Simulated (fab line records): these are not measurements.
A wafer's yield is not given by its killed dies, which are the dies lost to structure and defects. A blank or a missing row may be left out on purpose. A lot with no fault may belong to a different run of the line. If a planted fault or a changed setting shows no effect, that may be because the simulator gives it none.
fab line records + flow gf180mcu
record:
- lots: 13
- wafers: 39
- last_day: 34
route steps=602 shown NSD@237 SAB@265 CONTACT@304 V2@383
lots untouched by any fault: they come from a run of this same line in which no faults occurred
start_h: the number of hours between the record's first day and the start of the first shown wafer of the lot + wait_h: how many hours have passed since the lot's step before this one + " repeats the value in the row above + L1.1+2: a row that stands for several wafers + - value missing, or start not given + * or withheld: withheld + < > ~ a bound
route shown NAME@n: a module of which the file shows steps, and the number in the route of the first + usual: the fault-free wafers' mean and standard deviation + same: alike in all rows + chamber/n: place in a boat + sites: readings site by site + _std_site: the standard deviation of these + _edge_site: mean of outer sites minus mean of inner sites + radius_mm: for every site, how far away it sits from the centre of the wafer + mask NAME#n: copy n + behind: the tool/chamber that last shaped the wafer + hold: the reason the lot was held/the length of the hold in hours/how it ended + device: which transistor (n, p or np) failed to switch + end of line: the same wafers' tests at the end of the route + a step without rows: its recipe alone + killed: not the wafer's yield, but the dies lost to structure and defects at the first sort + map: a wafer's dies, x killed, . not, _ none there
set.NAME: the setting the step ran with; set.NAME@STEP: the setting that earlier step ran with + model.NAME: the simulator's own value behind a step, which no gauge read
one table for each step of the route and one row for each wafer, over a sample of lots
services: from which hour (start_h, from the record's first day; less than 0 if before it) a tool's chamber was out of use, for how many hours, and why
== steps ==
step: GF_NSD_COAT_02
recipe:
- resist: NOVOLAK
- spin_rpm: 3000
- resist_thk_nm: 1000
usual:
- spin_speed_rpm: 3000.1/2.3
| lot.wafer | tool           | chamber | start_h | wait_h | spin_speed_rpm |
|-----------|----------------|---------|---------|--------|----------------|
| L253.3    | litho_track-04 | 0       | 297.71  | 0.1    | 3001.9         |
| L253.4    | "              | 0       | "       | "      | 3003.2         |
| L253.6    | "              | 0       | "       | "      | 2999.9         |
| L254.1    | litho_track-02 | 0       | 300.43  | 0.1    | 3000.5         |
| L254.2    | "              | 0       | "       | "      | 2996.3         |
| L254.5    | "              | 0       | "       | "      | 2999.1         |
| L256.2    | litho_track-02 | 0       | 317.50  | 0.1    | 3003.6         |
| L256.3    | "              | 0       | "       | "      | 3003.1         |
| L256.5    | "              | 0       | "       | "      | 3000.2         |
| L258.3    | litho_track-03 | 0       | 323.77  | 0.1    | 2999.1         |
| L258.4    | "              | 0       | "       | "      | 2998.8         |
| L258.5    | "              | 0       | "       | "      | 3001.5         |
| L259.1    | litho_track-03 | 0       | 334.37  | 0.1    | 2998.0         |
| L259.5    | "              | 0       | "       | "      | 2997.4         |
| L259.6    | "              | 0       | "       | "      | 2996.7         |
| L260.2    | litho_track-03 | 0       | 341.50  | 0.1    | 2998.5         |
| L260.3    | "              | 0       | "       | "      | 2994.6         |
| L260.4    | "              | 0       | "       | "      | 3000.2         |
| L266.1    | litho_track-02 | 0       | 398.18  | 0.1    | 3154.2         |
| L266.5    | "              | 0       | "       | "      | 3150.9         |
| L266.6    | "              | 0       | "       | "      | 3150.4         |
| L268.2    | litho_track-02 | 0       | 407.75  | 0.1    | 3158.1         |
| L268.4    | "              | 0       | "       | "      | 3158.6         |
| L268.5    | "              | 0       | "       | "      | 3155.5         |
| L269.1    | litho_track-03 | 0       | 412.57  | 0.1    | 3003.5         |
| L269.2    | "              | 0       | "       | "      | 2999.5         |
| L269.4    | "              | 0       | "       | "      | 3000.2         |
| L270.1    | litho_track-04 | 0       | 424.41  | 0.1    | 3000.7         |
| L270.2    | "              | 0       | "       | "      | 3000.7         |
| L270.3    | "              | 0       | "       | "      | 2999.5         |
| L271.1    | litho_track-04 | 0       | 431.76  | 0.1    | 2998.1         |
| L271.2    | "              | 0       | "       | "      | 2998.4         |
| L271.5    | "              | 0       | "       | "      | 3000.5         |
| L275.2    | litho_track-03 | 0       | 467.94  | 0.1    | 3002.4         |
| L275.3    | "              | 0       | "       | "      | 2999.8         |
| L275.6    | "              | 0       | "       | "      | 3001.5         |
| L276.1    | litho_track-04 | 0       | 473.76  | 0.1    | 3003.8         |
| L276.2    | "              | 0       | "       | "      | 2999.7         |
| L276.5    | "              | 0       | "       | "      | 3002.8         |
step: GF_NSD_STRIP_11
recipe:
- chemistry: O2/N2
- power_w: 1400
- pressure_mtorr: 1500
- platen_temp_c: 250
- o2_flow_sccm: 3000
- n2_flow_sccm: 300
- overash_fraction: 0.5
usual:
- drypump_motor_current_A: 5.3/0.56
- heater_power_w: 347/23
- o2_flow_sccm: 2999/8.7
- oes_product_au: 0.487/0.0044
- strip_time_to_endpoint_s: 22.97/0.041
| lot.wafer | tool            | chamber | start_h | wait_h | drypump_motor_current_A | heater_power_w | o2_flow_sccm | oes_product_au | rf_hours_counter_h | strip_time_to_endpoint_s |
|-----------|-----------------|---------|---------|--------|-------------------------|----------------|--------------|----------------|--------------------|--------------------------|
| L253.3    | plasma_asher-01 | 1       | 308.60  | 0.1    | 5.1                     | 384            | 3012         | 0.480          | -                  | 23.03                    |
| L253.4    | "               | 0       | "       | "      | 6.1                     | 341            | 2997         | 0.487          | -                  | 22.98                    |
| L253.6    | "               | 0       | "       | "      | 6.1                     | 335            | 2991         | 0.481          | -                  | 22.96                    |
| L254.1    | plasma_asher-02 | 0       | 310.78  | 0.1    | 5.1                     | 341            | 3008         | 0.488          | 67                 | 22.90                    |
| L254.2    | "               | 1       | "       | "      | 4.7                     | 348            | 2995         | 0.481          | 67                 | 22.95                    |
| L254.5    | "               | 1       | "       | "      | 4.6                     | 347            | 2983         | 0.485          | -                  | 22.89                    |
| L256.2    | plasma_asher-03 | 1       | 328.28  | 0.1    | 5.5                     | 321            | 3005         | 0.489          | 23                 | 22.96                    |
| L256.3    | "               | 0       | "       | "      | 6.2                     | 314            | 2984         | 0.488          | -                  | 22.93                    |
| L256.5    | "               | 0       | "       | "      | 6.2                     | 315            | 2982         | 0.492          | -                  | 22.93                    |
| L258.3    | plasma_asher-02 | 1       | 334.47  | 0.1    | 4.6                     | 351            | 2993         | 0.493          | -                  | 22.95                    |
| L258.4    | "               | 0       | "       | "      | 5.1                     | 353            | 2990         | 0.484          | -                  | 22.95                    |
| L258.5    | "               | 1       | "       | "      | 4.6                     | 346            | 3000         | 0.477          | -                  | 22.97                    |
| L259.1    | plasma_asher-03 | 1       | 345.78  | 0.1    | 5.5                     | 328            | 2991         | 0.478          | 25                 | 22.99                    |
| L259.5    | "               | 1       | "       | "      | 5.5                     | 333            | 3011         | 0.489          | -                  | 23.01                    |
| L259.6    | "               | 0       | "       | "      | 6.2                     | 314            | 3009         | 0.486          | -                  | 22.99                    |
| L260.2    | plasma_asher-01 | 1       | 352.87  | 0.1    | 5.1                     | 389            | 2999         | 0.487          | 50                 | 22.98                    |
| L260.3    | "               | 1       | "       | "      | 5.1                     | 384            | 2991         | 0.486          | -                  | 23.02                    |
| L260.4    | "               | 0       | "       | "      | 6.1                     | 343            | 2997         | 0.486          | -                  | 23.00                    |
| L266.1    | plasma_asher-02 | 1       | 410.83  | 0.1    | 4.6                     | 344            | 3000         | 0.481          | 77                 | 22.70                    |
| L266.5    | "               | 0       | "       | "      | 5.1                     | 365            | 2990         | 0.495          | -                  | 22.70                    |
| L266.6    | "               | 1       | "       | "      | 4.6                     | 345            | 3012         | 0.483          | -                  | 22.72                    |
| L268.2    | plasma_asher-02 | 0       | 420.53  | 0.1    | 5.1                     | 343            | 3008         | 0.487          | 78                 | 22.69                    |
| L268.4    | "               | 1       | "       | "      | 4.6                     | 352            | 2989         | 0.483          | -                  | 22.70                    |
| L268.5    | "               | 1       | "       | "      | 4.7                     | 349            | 2995         | 0.484          | -                  | 22.71                    |
| L269.1    | plasma_asher-02 | 1       | 425.38  | 0.1    | 4.6                     | 346            | 2988         | 0.495          | 79                 | 23.01                    |
| L269.2    | "               | 0       | "       | "      | 5.1                     | 348            | 3007         | 0.494          | 79                 | 22.95                    |
| L269.4    | "               | 0       | "       | "      | 5.1                     | 355            | 2997         | 0.486          | -                  | 22.98                    |
| L270.1    | plasma_asher-02 | 0       | 437.43  | 0.1    | 5.1                     | 348            | 2996         | 0.481          | 80                 | 22.97                    |
| L270.2    | "               | 1       | "       | "      | 4.6                     | 344            | 3000         | 0.487          | 80                 | 22.94                    |
| L270.3    | "               | 0       | "       | "      | 5.1                     | 356            | 2993         | 0.485          | -                  | 22.95                    |
| L271.1    | plasma_asher-01 | 0       | 444.33  | 0.1    | 6.1                     | 330            | 2999         | 0.485          | 61                 | 22.99                    |
| L271.2    | "               | 1       | "       | "      | 5.1                     | 380            | 2990         | 0.479          | 61                 | 23.02                    |
| L271.5    | "               | 1       | "       | "      | 5.1                     | 393            | 2982         | 0.481          | -                  | 23.02                    |
| L275.2    | plasma_asher-02 | 1       | 480.73  | 0.1    | 4.6                     | 343            | 2988         | 0.486          | 84                 | 22.95                    |
| L275.3    | "               | 0       | "       | "      | 5.0                     | 359            | 2990         | 0.489          | -                  | 22.93                    |
| L275.6    | "               | 0       | "       | "      | 5.1                     | 355            | 3002         | 0.493          | -                  | 22.90                    |
| L276.1    | plasma_asher-01 | 0       | 486.72  | 0.1    | 6.1                     | 329            | 3002         | 0.487          | 65                 | 22.98                    |
| L276.2    | "               | 1       | "       | "      | 5.1                     | 376            | 3011         | 0.477          | 65                 | 23.03                    |
| L276.5    | "               | 1       | "       | "      | 5.1                     | 385            | 3005         | 0.487          | -                  | 22.99                    |
step: GF_SAB_THK_MEAS_01
recipe:
- reads: SiO2_of_SAB_CVD_00
usual:
- SAB_CVD_00_THK: 50.1/0.6
| lot.wafer | tool          | chamber | start_h | wait_h | SAB_CVD_00_THK[nm] |
|-----------|---------------|---------|---------|--------|--------------------|
| L253.3    | film_metro-03 | -       | 330.80  | 0.0    | 49.4               |
| L253.4    | "             | -       | "       | "      | 49.5               |
| L253.6    | "             | -       | "       | "      | 50.4               |
| L254.1    | film_metro-02 | -       | 332.25  | 0.0    | 48.9               |
| L254.2    | "             | -       | "       | "      | 49.2               |
| L254.5    | "             | -       | "       | "      | 49.7               |
| L256.2    | film_metro-02 | -       | 350.19  | 0.0    | 49.8               |
| L256.3    | "             | -       | "       | "      | 50.4               |
| L256.5    | "             | -       | "       | "      | 51.2               |
| L258.3    | film_metro-03 | -       | 357.35  | 0.0    | 50.9               |
| L258.4    | "             | -       | "       | "      | 51.0               |
| L258.5    | "             | -       | "       | "      | 51.1               |
| L259.1    | film_metro-03 | -       | 368.97  | 0.0    | 50.0               |
| L259.5    | "             | -       | "       | "      | 50.6               |
| L259.6    | "             | -       | "       | "      | 50.8               |
| L260.2    | film_metro-02 | -       | 375.44  | 0.0    | 49.5               |
| L260.3    | "             | -       | "       | "      | 49.5               |
| L260.4    | "             | -       | "       | "      | 50.6               |
| L266.1    | film_metro-03 | -       | 435.05  | 0.0    | 49.7               |
| L266.5    | "             | -       | "       | "      | 50.4               |
| L266.6    | "             | -       | "       | "      | 50.8               |
| L268.2    | film_metro-02 | -       | 445.69  | 0.0    | 49.8               |
| L268.4    | "             | -       | "       | "      | 50.0               |
| L268.5    | "             | -       | "       | "      | 50.1               |
| L269.1    | film_metro-01 | -       | 450.94  | 0.0    | 50.1               |
| L269.2    | "             | -       | "       | "      | 49.4               |
| L269.4    | "             | -       | "       | "      | 50.9               |
| L270.1    | film_metro-03 | -       | 463.27  | 0.0    | 49.8               |
| L270.2    | "             | -       | "       | "      | 50.1               |
| L270.3    | "             | -       | "       | "      | 50.1               |
| L271.1    | film_metro-03 | -       | 469.68  | 0.0    | 48.7               |
| L271.2    | "             | -       | "       | "      | 49.5               |
| L271.5    | "             | -       | "       | "      | 50.0               |
| L275.2    | film_metro-01 | -       | 505.24  | 0.0    | 49.4               |
| L275.3    | "             | -       | "       | "      | 49.8               |
| L275.6    | "             | -       | "       | "      | 50.4               |
| L276.1    | film_metro-01 | -       | 511.43  | 0.0    | 50.1               |
| L276.2    | "             | -       | "       | "      | 50.1               |
| L276.5    | "             | -       | "       | "      | 50.8               |
step: GF_CONTACT_ETCH_17
recipe:
- chemistry: C4F8/O2/Ar
- mask_material: KrF
- target: SiO2
- stop_on: CoSi2
- source_w: 1500
- bias_w: 1200
- pressure_mtorr: 40
- c4f8_flow_sccm: withheld
- O2_flow_sccm: 6
- Ar_flow_sccm: 300
- time_s: withheld
- target_depth_a: 8600
usual:
- oes_product_au: 0.815/0.0043
| lot.wafer | tool        | chamber | start_h | wait_h | oes_product_au |
|-----------|-------------|---------|---------|--------|----------------|
| L253.3    | rie_diel-01 | 0       | -       | -      | 0.815          |
| L253.4    | "           | 2       | "       | "      | 0.812          |
| L253.6    | "           | 2       | "       | "      | 0.823          |
| L254.1    | rie_diel-02 | 0       | -       | -      | 0.811          |
| L254.2    | "           | 1       | "       | "      | 0.817          |
| L254.5    | "           | 1       | "       | "      | 0.817          |
| L256.2    | rie_diel-01 | 0       | -       | -      | 0.821          |
| L256.3    | "           | 2       | "       | "      | 0.819          |
| L256.5    | "           | 1       | "       | "      | 0.812          |
| L258.3    | rie_diel-03 | 1       | -       | -      | 0.822          |
| L258.4    | "           | 3       | "       | "      | 0.818          |
| L258.5    | "           | 1       | "       | "      | 0.817          |
| L259.1    | rie_diel-01 | 1       | -       | -      | 0.817          |
| L259.5    | "           | 2       | "       | "      | 0.810          |
| L259.6    | "           | 1       | "       | "      | 0.817          |
| L260.2    | rie_diel-02 | 1       | -       | -      | 0.819          |
| L260.3    | "           | 3       | "       | "      | 0.812          |
| L260.4    | "           | 2       | "       | "      | 0.814          |
| L266.1    | rie_diel-03 | 1       | -       | -      | 0.821          |
| L266.5    | "           | 1       | "       | "      | 0.812          |
| L266.6    | "           | 0       | "       | "      | 0.816          |
| L268.2    | rie_diel-01 | 1       | -       | -      | 0.813          |
| L268.4    | "           | 0       | "       | "      | 0.814          |
| L268.5    | "           | 0       | "       | "      | 0.813          |
| L269.1    | rie_diel-03 | 3       | -       | -      | 0.819          |
| L269.2    | "           | 2       | "       | "      | 0.818          |
| L269.4    | "           | 0       | "       | "      | 0.811          |
| L270.1    | rie_diel-03 | 3       | -       | -      | 0.815          |
| L270.2    | "           | 2       | "       | "      | 0.810          |
| L270.3    | "           | 0       | "       | "      | 0.813          |
| L271.1    | rie_diel-03 | 3       | -       | -      | 0.815          |
| L271.2    | "           | 2       | "       | "      | 0.820          |
| L271.5    | "           | 1       | "       | "      | 0.811          |
| L275.2    | rie_diel-02 | 3       | -       | -      | 0.822          |
| L275.3    | "           | 2       | "       | "      | 0.817          |
| L275.6    | "           | 1       | "       | "      | 0.812          |
| L276.1    | rie_diel-03 | 2       | -       | -      | 0.812          |
| L276.2    | "           | 0       | "       | "      | 0.820          |
| L276.5    | "           | 2       | "       | "      | 0.817          |
step: GF_V2_THK_MEAS_01
recipe:
- reads: SiO2_of_V2_CVD_00
usual:
- V2_CVD_00_THK: 598/5.7
| lot.wafer | tool          | chamber | start_h | wait_h | V2_CVD_00_THK[nm] |
|-----------|---------------|---------|---------|--------|-------------------|
| L253.3    | film_metro-02 | -       | 454.72  | 0.1    | 589               |
| L253.4    | "             | -       | "       | "      | 590               |
| L253.6    | "             | -       | "       | "      | 590               |
| L254.1    | film_metro-02 | -       | 455.43  | 0.0    | 605               |
| L254.2    | "             | -       | "       | "      | 609               |
| L254.5    | "             | -       | "       | "      | 607               |
| L256.2    | film_metro-01 | -       | 474.23  | 0.0    | 597               |
| L256.3    | "             | -       | "       | "      | 603               |
| L256.5    | "             | -       | "       | "      | 600               |
| L258.3    | film_metro-04 | -       | 481.96  | 0.1    | 605               |
| L258.4    | "             | -       | "       | "      | 605               |
| L258.5    | "             | -       | "       | "      | 610               |
| L259.1    | film_metro-01 | -       | 495.52  | 0.0    | 605               |
| L259.5    | "             | -       | "       | "      | 600               |
| L259.6    | "             | -       | "       | "      | 604               |
| L260.2    | film_metro-02 | -       | 502.51  | 0.0    | 602               |
| L260.3    | "             | -       | "       | "      | 592               |
| L260.4    | "             | -       | "       | "      | 597               |
| L266.1    | film_metro-02 | -       | 560.46  | 0.0    | 604               |
| L266.5    | "             | -       | "       | "      | 603               |
| L266.6    | "             | -       | "       | "      | 602               |
| L268.2    | film_metro-04 | -       | 569.11  | 0.0    | 592               |
| L268.4    | "             | -       | "       | "      | 595               |
| L268.5    | "             | -       | "       | "      | 600               |
| L269.1    | film_metro-01 | -       | 574.93  | 0.0    | 602               |
| L269.2    | "             | -       | "       | "      | 595               |
| L269.4    | "             | -       | "       | "      | 596               |
| L270.1    | film_metro-04 | -       | 586.02  | 0.0    | 598               |
| L270.2    | "             | -       | "       | "      | 596               |
| L270.3    | "             | -       | "       | "      | 601               |
| L271.1    | film_metro-04 | -       | 589.79  | 0.1    | 599               |
| L271.2    | "             | -       | "       | "      | 595               |
| L271.5    | "             | -       | "       | "      | 598               |
| L275.2    | film_metro-04 | -       | 621.36  | 0.0    | 596               |
| L275.3    | "             | -       | "       | "      | 599               |
| L275.6    | "             | -       | "       | "      | 599               |
| L276.1    | film_metro-04 | -       | 627.49  | 0.0    | 601               |
| L276.2    | "             | -       | "       | "      | 593               |
| L276.5    | "             | -       | "       | "      | 596               |
== services ==
| tool            | chamber | start_h | hours | kind                      |
|-----------------|---------|---------|-------|---------------------------|
| plasma_asher-02 | -       | 280.43  | 8.7   | repair                    |
| rie_diel-01     | -       | 289.71  | 0.1   | repair                    |
| rie_diel-03     | 0       | 298.47  | 14.9  | repair                    |
| rie_diel-02     | 0       | 299.38  | 12.6  | repair                    |
| rie_diel-02     | 3       | 305.34  | 3.1   | repair                    |
| rie_diel-01     | 1       | 306.91  | 2.9   | repair                    |
| rie_diel-02     | 2       | 316.14  | -     | clean                     |
| rie_diel-02     | 2       | 316.14  | 33.2  | scheduled_down            |
| rie_diel-02     | 2       | 316.14  | 33.2  | vent_cycle                |
| rie_diel-03     | -       | 322.30  | 28.1  | pm                        |
| plasma_asher-03 | -       | 352.60  | 9.5   | repair                    |
| rie_diel-02     | -       | 373.85  | 2.3   | repair                    |
| rie_diel-02     | 2       | 378.67  | 2.6   | repair                    |
| rie_diel-01     | 2       | 384.15  | 5.4   | repair                    |
| plasma_asher-03 | -       | 390.03  | 10.4  | repair                    |
| litho_track-02  | -       | 396.96  | -     | consumable_replace:filter |
| rie_diel-02     | 0       | 399.38  | -     | clean                     |
| rie_diel-02     | 0       | 399.38  | 27.4  | scheduled_down            |
| rie_diel-02     | 0       | 399.38  | 27.4  | vent_cycle                |
| rie_diel-01     | 3       | 409.77  | 2.7   | repair                    |
| rie_diel-01     | 3       | 449.09  | 1.6   | repair                    |
| litho_track-02  | -       | 469.10  | -     | consumable_replace:filter |
| rie_diel-02     | 3       | 470.39  | 2.9   | repair                    |
| rie_diel-02     | -       | 480.17  | 0.5   | repair                    |
== key ==
first_sign:
- step: GF_NSD_COAT_02
- reading: spin_speed_rpm
- direction: up
- sigmas: 66
- usual: *
- struck: *
effect:
- step: GF_NSD_STRIP_11
- reading: strip_time_to_endpoint_s
- direction: down
- sigmas: 6.5
- usual: *
- struck: *
met_at GF_NSD_COAT_02
struck_lots L266,L268
tester_left_out L266,L268
not_acting_at GF_SAB_THK_MEAS_01,GF_CONTACT_ETCH_17,GF_V2_THK_MEAS_01
onset_between 317.50 398.18
fault:
- kind: process_parameter_drift
- tool: litho_track-02
- chamber: -
- onset_h: 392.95
- steps: GF_NSD_COAT_02
- channel: spin_rpm
- offset: *
- shape: step
- end_h: 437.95
- acts_in: *
- stated: *
tester_left_out: of these lots the tester's yield and bins aren't shown, on N5 and GAA mostly nor the transistor test; their killed dies are dies lost to structure and defects alone, not to doping, threshold or leakage, so they don't give the yield
